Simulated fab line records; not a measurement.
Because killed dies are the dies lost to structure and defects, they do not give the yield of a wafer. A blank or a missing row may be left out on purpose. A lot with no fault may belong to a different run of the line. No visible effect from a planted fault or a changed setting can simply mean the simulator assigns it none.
Which tool was responsible? -- flow gf180mcu -- 18 wafers from 6 lots sampled at 2 of the route's 602 steps

WHAT THE GAUGES SHOWED, per wafer
GF_NWELL_OVL_MEAS_07.
lot,measured,on,NWELL_OVL (nm)
L591,day 3 19:31,overlay-01,-2.1 -1.1 -0.9
L593,day 4 04:49,overlay-01,-0.3 -1.2 -2.9
L596,day 4 20:34,overlay-01,-3.3 -3.3 -2.7
L601,day 6 02:28,overlay-02,-0.2 -0.6 1.4
L604,day 6 17:34,overlay-01,-0.7 1.7 -0.1
L609,day 7 20:28,overlay-02,-92.2 -91.8 -92.5

WHAT TOOL EACH LOT RAN ON (gives the tool, then ch and the chambers of the sampled wafers, and finally the start)
lot,GF_NWELL_EXPOSE_04
L591,"iline_stepper-02 ch 0, day 3 12:58"
L593,"iline_stepper-02 ch 0, day 3 22:18"
L596,"iline_stepper-01 ch 0, day 4 13:50"
L601,"iline_stepper-01 ch 0, day 5 19:25"
L604,"iline_stepper-01 ch 0, day 6 10:28"
L609,"iline_stepper-02 ch 0, day 7 12:13"
- GF_NWELL_EXPOSE_04: exposes mask Nwell, target cd 860 nm.

THE ANSWER, worked out from the rows above alone
Rule: what is usual is taken from the lots themselves. The widest of any qualifying gaps counts: lots, ordered by their means at a reading, are off when they make up no more than a third of the lots, leave a main group of 4 or more, and stand apart from it by 3 or more times the standard deviation of that group's means. The tables above print the reading to a certain number of digits; a main group whose means all agree to those digits is not used. A lot without any number at a reading at which 4 lots or more have one is off too. The other lots that the step has rows for count as sound.
Off: at GF_NWELL_OVL_MEAS_07 (NWELL_OVL), L609. The main group: mean -1.1 nm, standard deviation 1.3.
A tool fits if, at a process step before that reading, it ran every lot that is off, and no sound lot after the first of them. Gauges at GF_NWELL_OVL_MEAS_07: tried the same way as those tools. This does not decide it: 2 tools fit, namely iline_stepper-02 at GF_NWELL_EXPOSE_04 and overlay-02 at GF_NWELL_OVL_MEAS_07.

WHAT THE SIMULATOR HAD INSERTED
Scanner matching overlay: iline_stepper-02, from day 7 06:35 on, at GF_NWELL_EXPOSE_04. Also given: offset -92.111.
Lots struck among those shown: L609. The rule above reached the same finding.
